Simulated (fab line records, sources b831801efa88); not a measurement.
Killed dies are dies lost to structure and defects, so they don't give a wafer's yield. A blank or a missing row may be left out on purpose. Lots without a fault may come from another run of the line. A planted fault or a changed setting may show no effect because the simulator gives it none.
Problem report in the 8D (eight disciplines) form, filled by code | flow gf180mcu | the parts of the form that need people (team, actions taken, sign-off) are left out

1. THE PROBLEM
chamber_pressure_pa at GF_CONTACT_SPUTTER_22 reads a mean of 4.571 Pa on 6 wafers of 2 lots; wafers without a fault read 5.000 Pa with a standard deviation of 0.011. That is -39 standard deviations from the usual mean.
The step: material Ti, target thk 15 nm, time 80.02 s.
First seen on wafer L667.1, day 21 17:11, on pvd_sputter-01. The record holds 42 wafers of 14 lots with a number at this step. Rule for "out", or "out of limits": more than 4 standard deviations from the usual mean. The other wafers with a number count as sound.

2. WHAT IT IS AND WHAT IT IS NOT
question                    | is                     | is not
which readings at this step | chamber_pressure_pa    | throttle_valve_pct
which lots                  | L667, L668             | L652, L653, L654, L657, L659, L660, L662, L663, L664, L670, L673, L674
which wafers of those lots  | all that have a number | -
read on which tools         | pvd_sputter-01         | pvd_sputter-03, pvd_sputter-04
when                        | from day 21 17:11      | up to then (27 sound wafers); but 9 sound wafers of L670, L673, L674 came after

3. SUSPECTS, AND WHAT RULES EACH OUT
Counting: a tool at a process step up to the reading stays a suspect if it ran every lot that is out and no sound lot after the first of them.
- plasma_asher-02 at GF_CONTACT_STRIP_18 (strips in O2/N2): kept. It ran every lot that is out, first L667 (day 21 16:53), and no sound lot after that; its last sound lot up to then is L663 (day 20 13:28).
- pvd_sputter-01 at GF_CONTACT_SPUTTER_22 (material Ti, target thk 15 nm, time 80.02 s): kept. It ran every lot that is out, first L667 (day 21 17:11), and no sound lot after that; its last sound lot up to then is L663 (day 20 13:45). Its own readings are out on those wafers: chamber_pressure_pa.
Left after counting: plasma_asher-02 at GF_CONTACT_STRIP_18, pvd_sputter-01 at GF_CONTACT_SPUTTER_22.

4. THE CAUSE (what the simulator had put in)
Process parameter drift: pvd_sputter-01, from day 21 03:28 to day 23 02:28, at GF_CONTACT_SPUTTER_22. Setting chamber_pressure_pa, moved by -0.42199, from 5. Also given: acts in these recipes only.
Counting left 2 suspects, and this tool is among them.

5. THE CHAIN OF EFFECTS, in route order
Each row: a reading whose mean over the struck wafers that have a number lies more than 3 standard deviations from the usual. Only readings for which the record gives a usual standard deviation are gone through. hours: the time from each lot's start at the first step in this table that gives one to its start at this step, as a median over the lots. sigmas: the change in usual standard deviations.
hours | step                  | reading             | usual    | on struck wafers | change | sigmas
0     | GF_CONTACT_SPUTTER_22 | chamber_pressure_pa | 5.000 Pa | 4.571            | -0.429 | -39
The process steps in it:
- GF_CONTACT_SPUTTER_22: material Ti, target thk 15 nm, time 80.02 s.
Later measuring or inspecting steps at which every struck wafer that the step has a row for has a number for every such reading, and none has moved that far: GF_V1_BOW_MEAS_05.

6. WHAT WOULD HAVE CAUGHT IT SOONER
In this record the first reading out of limits was taken at day 21 17:11, 14 hours after the fault began at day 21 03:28.
